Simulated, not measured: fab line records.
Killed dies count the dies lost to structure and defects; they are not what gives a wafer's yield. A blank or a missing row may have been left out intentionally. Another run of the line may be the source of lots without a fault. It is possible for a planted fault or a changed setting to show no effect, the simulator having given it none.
Which tool is to blame?	flow gf180mcu	11 lots, 33 wafers sampled, at 5 steps of a route of 602

== WHAT EACH GAUGE READ, for each wafer ==
GF_TOP_METAL_RS_MEAS_05: the measuring method here is four-point-probe.
lot	measured	on	TOP_METAL_ALCU_RS (ohm/sq)
L331	day 27 05:09	film metro-04	0.0323 0.0320 0.0323
L332	day 27 13:38	film metro-02	0.0332 0.0328 0.0329
L334	day 28 06:26	film metro-02	0.0322 0.0329 0.0321
L336	day 29 04:18	film metro-02	0.0333 0.0336 0.0333
L338	day 29 18:28	film metro-02	0.0328 0.0328 0.0330
L339	day 29 18:34	film metro-01	0.0329 0.0331 0.0331
L340	day 30 07:20	film metro-04	0.0328 0.0324 0.0331
L342	day 30 13:30	film metro-02	0.0330 0.0332 0.0331
L343	day 31 04:53	film metro-01	0.0328 0.0333 0.0323
L345	day 31 12:39	film metro-04	0.0331 0.0331 0.0323
L348	day 32 06:23	film metro-02	0.0334 0.0326 0.0198

== WHICH TOOL RAN EACH LOT (tool, then ch and the chambers of the sampled wafers, then the start) ==
lot	GF_V5_CMP_04	GF_V5_CVD_23	GF_TOP_METAL_SPUTTER_01	GF_TOP_METAL_SPUTTER_02
L331	cmp-02 ch 0,1,3, day 26 06:14	cvd w-01 ch 0,1, day 27 04:17	pvd sputter-04, day 27 05:00	pvd sputter-04, day 27 05:02
L332	cmp-01 ch 0,1,3, day 26 15:23	cvd w-02 ch 0,1, day 27 12:43	pvd sputter-03, day 27 13:30	pvd sputter-03, day 27 13:32
L334	cmp-01 ch 0,1, day 27 08:31	cvd w-02 ch 0,1, day 28 05:33	pvd sputter-01, day 28 06:19	pvd sputter-01, day 28 06:20
L336	cmp-02 ch 0,1, day 28 07:05	cvd w-01 ch 0,1, day 29 03:25	pvd sputter-01, day 29 04:10	pvd sputter-01, day 29 04:11
L338	cmp-01 ch 1,2, day 28 18:59	cvd w-01 ch 0,1, day 29 15:19	pvd sputter-04, day 29 15:58	pvd sputter-04, day 29 16:01
L339	cmp-02 ch 1,2,3, day 28 21:31	cvd w-01 ch 0,1, day 29 17:32	pvd sputter-01, day 29 18:27	pvd sputter-01, day 29 18:29
L340	cmp-02 ch 0,1,2, day 29 10:17	cvd w-02 ch 0,1, day 30 06:32	pvd sputter-04, day 30 07:11	pvd sputter-04, day 30 07:13
L342	cmp-02 ch 1,2, day 29 17:12	cvd w-01 ch 0,1, day 30 12:41	pvd sputter-01, day 30 13:23	pvd sputter-01, day 30 13:25
L343	cmp-01 ch 0,3, day 30 08:04	cvd w-02 ch 1, day 31 04:05	pvd sputter-01, day 31 04:46	pvd sputter-01, day 31 04:48
L345	cmp-02 ch 0,1,3, day 30 16:59	cvd w-01 ch 0,1, day 31 11:49	pvd sputter-01, day 31 12:31	pvd sputter-01, day 31 12:32
L348	cmp-02 ch 0,1,3, day 31 10:55	cvd w-01 ch 1, day 32 05:33	pvd sputter-04, day 32 06:14	pvd sputter-04, day 32 06:16
- GF_V5_CMP_04: polishes SiO2.
- GF_V5_CVD_23: deposits W, target thk 350 nm, time 104.9 s.
- GF_TOP_METAL_SPUTTER_01: material TiN, target thk 30 nm, time 25 s.
- GF_TOP_METAL_SPUTTER_02: material AlCu, target thk 900 nm, time 47.82 s.

== THE ANSWER, worked out from the rows above alone ==
Rule: the usual values come from the lots themselves. The widest of any qualifying gaps counts: lots, ordered by their means at a reading, are off when they make up no more than a third of the lots, leave a main group of 4 or more, and stand apart from it by 3 or more times the standard deviation of that group's means. A main group is skipped when, at the precision printed for the reading in the tables above, its means are all equal. A lot without any number at a reading at which 4 lots or more have one is off too. Any other lot the step has rows for is counted as sound.
Off: L348, seen at GF_TOP_METAL_RS_MEAS_05 (TOP_METAL_ALCU_RS). The main group: mean 0.0328 ohm/sq, standard deviation 0.00032.
A tool fits if, at a process step before that reading, it ran every lot that is off, and no sound lot after the first of them. The gauges at GF_TOP_METAL_RS_MEAS_05 are tried like those tools. Can't be told from this: 4 tools fit, cmp-02 at GF_V5_CMP_04, cvd w-01 at GF_V5_CVD_23, pvd sputter-04 at GF_TOP_METAL_SPUTTER_01 and GF_TOP_METAL_SPUTTER_02, film metro-02 at GF_TOP_METAL_RS_MEAS_05.

== WHAT THE SIMULATOR HAD PUT IN ==
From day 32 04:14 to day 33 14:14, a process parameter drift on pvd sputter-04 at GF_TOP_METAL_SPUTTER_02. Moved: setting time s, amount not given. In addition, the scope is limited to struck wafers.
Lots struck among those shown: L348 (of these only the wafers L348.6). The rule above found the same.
